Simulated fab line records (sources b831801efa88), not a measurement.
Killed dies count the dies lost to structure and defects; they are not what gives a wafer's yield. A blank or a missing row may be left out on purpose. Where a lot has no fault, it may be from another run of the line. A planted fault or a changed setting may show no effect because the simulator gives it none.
Which tool is to blame?	flow sky130	18 wafers from 6 lots sampled at 3 of the route's 708 steps

== WHAT THE GAUGES READ, wafer by wafer ==
SKY_SD_N_RS_MEAS_16: measures by four-point-probe.
lot	measured	on	SD_N_RS (ohm/sq)
L759	day 28 11:30	film-metro-01	68.54 68.45 68.46
L768	day 31 22:30	film-metro-01	65.88 65.82 65.94 65.79 65.89 65.82
L771	day 32 14:42	film-metro-01	68.70 68.45 68.49
L775	day 33 14:49	film-metro-01	68.61 68.61 68.64
L777	day 34 08:45	film-metro-01	68.72 68.52 68.40
L781	day 35 10:56	film-metro-01	68.62 68.57 68.48

== WHAT TOOL EACH LOT RAN ON (gives the tool, then ch and the chambers of the sampled wafers, and finally the start) ==
lot	SKY_POLY_CUT_STRIP_12	SKY_SD_N_IMPLANT_10
L759	plasma-asher-04 ch 0, day 24 19:02	implanter-01 ch 0, day 28 10:58
L768	plasma-asher-01 ch 0,1, day 28 09:06	implanter-02 ch 0, day 31 21:31
L771	plasma-asher-04 ch 0,1, day 29 02:11	implanter-04 ch 0, day 32 14:10
L775	plasma-asher-01 ch 0,1, day 30 04:36	implanter-01 ch 0, day 33 14:17
L777	plasma-asher-01 ch 0,1, day 30 23:55	implanter-04 ch 0, day 34 08:13
L781	plasma-asher-04 ch 0,1, day 32 03:31	implanter-04 ch 0, day 35 10:25
- SKY_POLY_CUT_STRIP_12: strips in O2/N2.
- SKY_SD_N_IMPLANT_10

== THE ANSWER, worked out from the rows above alone ==
Rule: the usual values come from the lots themselves. The widest of any qualifying gaps counts: lots, ordered by their means at a reading, are off when they make up no more than a third of the lots, leave a main group of 4 or more, and stand apart from it by 3 or more times the standard deviation of that group's means. If all means in a main group match to the digits the tables above print for the reading, that group is not used. A lot without any number at a reading at which 4 lots or more have one is off too. All remaining lots with rows at the step are treated as sound.
Off: at SKY_SD_N_RS_MEAS_16 (SD_N_RS), L768. Mean 68.55 ohm/sq and standard deviation 0.043 in the main group.
If a tool, at a process step before that reading, ran all the lots that are off and no sound lot after the first of them, it fits. Gauges at SKY_SD_N_RS_MEAS_16: tried the same way as those tools. One fits: implanter-02 at SKY_SD_N_IMPLANT_10. It ran no sound lot before its first lot that is off in this sample, so the start can't be narrowed down.

== WHAT THE SIMULATOR HAD PUT IN ==
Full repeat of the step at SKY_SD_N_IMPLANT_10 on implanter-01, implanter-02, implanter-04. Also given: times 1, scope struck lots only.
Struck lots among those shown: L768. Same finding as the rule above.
